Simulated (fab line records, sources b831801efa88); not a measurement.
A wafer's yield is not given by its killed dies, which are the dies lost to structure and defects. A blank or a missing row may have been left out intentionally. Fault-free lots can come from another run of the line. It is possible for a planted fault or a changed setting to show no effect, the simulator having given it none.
Which tool is to blame? -- flow sky130 -- 21 wafers from 7 lots sampled at 4 of the route's 708 steps

## WHAT THE GAUGES SHOWED, per wafer
SKY_CAP2M_THK_MEAS_04: measures by xrf.
lot,measured,on,CAP2M_TIN_THK (nm)
L294,day 39 19:52,film metro-03,203.1 204.5 203.4
L299,day 41 16:42,film metro-04,202.0 203.7 201.5
L306,day 43 21:56,film metro-04,201.6 202.2 201.3
L309,day 44 07:45,film metro-03,206.2 205.0 203.9
L311,day 45 02:46,film metro-03,205.3 204.9 205.2
L315,day 46 00:53,film metro-04,203.4 204.9 203.3

## EACH LOT AND THE TOOL THAT RAN IT (in order: tool; ch and the chambers of the sampled wafers; start)
lot,SKY_METAL3_METAL_ETCH_18,SKY_VIA3_CMP_24,SKY_METAL4_SPUTTER_01
L294,"rie metal-01 ch 0,1, day 38 16:01","cmp-02 ch 2,3, day 39 19:04","pvd sputter-03, day 39 19:23"
L299,"rie metal-03 ch 0,1, day 40 13:28","cmp-02 ch 0,2,3, day 41 15:56","pvd sputter-02, day 41 16:16"
L301,"rie metal-03 ch 0,1, day 41 00:05","cmp-01 ch 0,2, day 42 02:05",-
L306,"rie metal-03 ch 0,1, day 42 19:26","cmp-01 ch 0,3, day 43 21:10","pvd sputter-01, day 43 21:26"
L309,"rie metal-04 ch 0, day 43 05:20","cmp-01 ch 0,1,2, day 44 06:59","pvd sputter-02, day 44 07:18"
L311,"rie metal-03 ch 1, day 44 00:55","cmp-01 ch 0,1, day 45 02:00","pvd sputter-03, day 45 02:19"
L315,"rie metal-01 ch 0,1, day 45 00:32","cmp-02 ch 0,2,3, day 46 00:13","pvd sputter-02, day 46 00:26"
- SKY_METAL3_METAL_ETCH_18: etches the open film in Cl2/BCl3, stops on SiO2, target depth 845 nm, time 183.1 s.
- SKY_VIA3_CMP_24: polishes, stops on SiO2, t overpolish 20 s, target thk 0 nm.
- SKY_METAL4_SPUTTER_01: material TiN, target thk 20 nm, time 16.7 s.

## THE ANSWER, worked out from the rows above alone
Rule: the usual values come from the lots themselves. Put in order of their means at a reading, lots are off if they are a third of the lots or fewer, leave a main group of 4 or more, and stand apart from it by a gap of 3 or more times the standard deviation of the main group's means; of several such gaps the widest counts. Not used: any main group whose means are identical at the precision the tables above print for the reading. A lot without any number at a reading at which 4 lots or more have one is off too. The other lots that the step has rows for count as sound.
Nothing can be told from this: no lot is off at any reading shown.

## WHAT THE SIMULATOR PUT IN
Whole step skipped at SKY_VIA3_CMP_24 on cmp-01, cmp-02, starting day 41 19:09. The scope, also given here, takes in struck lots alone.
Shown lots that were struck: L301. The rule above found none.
